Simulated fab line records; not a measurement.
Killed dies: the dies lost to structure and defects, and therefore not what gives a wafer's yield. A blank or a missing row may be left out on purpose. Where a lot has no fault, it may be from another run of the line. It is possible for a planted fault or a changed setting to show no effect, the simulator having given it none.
Check for tools in common -- flow sky130 -- 14 lots and 42 wafers in the sample

REASON IT WAS OPENED
At SKY_LDD_N_TW_MEAS_17 the reading LDD_N_TW is flagged on 2 of 14 lots. Wafers without a fault read 2597, standard deviation 25.
Rule: a lot is flagged in two cases, either no wafer of it has a number, or all its wafers with numbers fall more than 4 standard deviations from that mean. The other lots count as sound.

lot,measured,on,"LDD_N_TW, wafer by wafer",flag
L435,day 18 07:12,film-metro-02,2626 2629 2640,
L436,day 18 17:04,film-metro-02,2634 2634 2618,
L437,day 19 03:10,film-metro-01,2592 2584 2585,
L439,day 19 21:34,film-metro-04,2608 2593 2602,
L442,day 21 19:27,film-metro-01,2569 2574 2571,
L443,day 21 20:31,film-metro-02,2626 2628 2630,
L445,day 22 04:07,film-metro-01,2442 2448 2463,FLAGGED
L446,day 22 11:34,film-metro-01,2446 2444 2444,FLAGGED
L447,day 23 09:10,film-metro-02,2639 2620 2625,
L448,day 23 11:39,film-metro-01,2569 2580 2577,
L453,day 24 20:24,film-metro-01,2583 2565 2570,
L454,day 25 02:38,film-metro-02,2621 2604 2619,
L455,day 25 14:46,film-metro-02,2616 2613 2626,
L457,day 26 00:22,film-metro-01,2587 2588 2586,
The numbers of the flagged lots are 2448 on average: -149 against the usual, or -6 standard deviations.

WHICH TOOL EACH LOT WENT THROUGH
The record holds 2 process steps before the reading, out of a route of 708 steps. In each cell: the tool, then ch and the chambers that the sampled wafers went through, then the start.
lot,flag,SKY_LDD_N_IMPLANT_09,SKY_LDD_N_STRIP_16
L435,,"implanter-01 ch 0, day 18 06:03","plasma-asher-03 ch 0,1, day 18 07:06"
L436,,"implanter-03 ch 0, day 18 15:55","plasma-asher-03 ch 0,1, day 18 16:58"
L437,,"implanter-03 ch 0, day 19 02:01","plasma-asher-04 ch 0,1, day 19 03:04"
L439,,"implanter-01 ch 0, day 19 20:25","plasma-asher-01 ch 0,1, day 19 21:28"
L442,,"implanter-01 ch 0, day 21 18:18","plasma-asher-03 ch 0,1, day 21 19:21"
L443,,"implanter-03 ch 0, day 21 19:22","plasma-asher-03 ch 0,1, day 21 20:25"
L445,FLAGGED,"implanter-01, day 22 02:58","plasma-asher-04 ch 0,1, day 22 04:01"
L446,FLAGGED,"implanter-03, day 22 10:25","plasma-asher-04 ch 0,1, day 22 11:28"
L447,,"implanter-03 ch 0, day 23 08:01","plasma-asher-04 ch 0,1, day 23 09:04"
L448,,"implanter-01 ch 0, day 23 10:30","plasma-asher-03 ch 0,1, day 23 11:33"
L453,,"implanter-03 ch 0, day 24 19:17","plasma-asher-03 ch 0,1, day 24 20:18"
L454,,"implanter-03 ch 0, day 25 01:31","plasma-asher-04 ch 0,1, day 25 02:33"
L455,,"implanter-01 ch 0, day 25 13:38","plasma-asher-01 ch 0,1, day 25 14:39"
L457,,"implanter-03 ch 0, day 25 23:13","plasma-asher-03 ch 0,1, day 26 00:16"
What the steps here do:
- SKY_LDD_N_IMPLANT_09
- SKY_LDD_N_STRIP_16: strips in O2/N2.
- SKY_LDD_N_TW_MEAS_17

FLAGGED OVER TOTAL, TOOL BY TOOL (the gauges that took the reading come last)
step,tool,lots run,flagged,share of the flagged lots,sound lots run after its first flagged lot
SKY_LDD_N_IMPLANT_09,implanter-01,6,1,some,"2 (L448,L455)"
SKY_LDD_N_IMPLANT_09,implanter-03,8,1,some,"4 (L447,L453,L454,L457)"
SKY_LDD_N_STRIP_16,plasma-asher-01,2,0,none,-
SKY_LDD_N_STRIP_16,plasma-asher-03,7,0,none,-
SKY_LDD_N_STRIP_16,plasma-asher-04,5,2,all,"2 (L447,L454)"
SKY_LDD_N_TW_MEAS_17,film-metro-01,7,2,all,"3 (L448,L453,L457)"
SKY_LDD_N_TW_MEAS_17,film-metro-02,6,0,none,-
SKY_LDD_N_TW_MEAS_17,film-metro-04,1,0,none,-

WHAT THE TABLE PERMITS
Every flagged lot went through 2 rows of the table: plasma-asher-04 at SKY_LDD_N_STRIP_16 and film-metro-01 at SKY_LDD_N_TW_MEAS_17.
- plasma-asher-04 at SKY_LDD_N_STRIP_16: 2 of its 5 lots flagged. Lots that were sound ran on it after the first flagged one (L447, L454); a persistent fault on the entire tool would not allow that. Its own readings (strip-time-to-endpoint-s) fall more than 4 standard deviations out on all wafers of the flagged lots.
- film-metro-01 at SKY_LDD_N_TW_MEAS_17: 2 of its 7 lots flagged. Lots that were sound ran on it after the first flagged one (L448, L453, L457); a persistent fault on the entire tool would not allow that.
There is no row in the table that ran each flagged lot and no sound lot after the first.

WHAT THE SIMULATOR PUT IN
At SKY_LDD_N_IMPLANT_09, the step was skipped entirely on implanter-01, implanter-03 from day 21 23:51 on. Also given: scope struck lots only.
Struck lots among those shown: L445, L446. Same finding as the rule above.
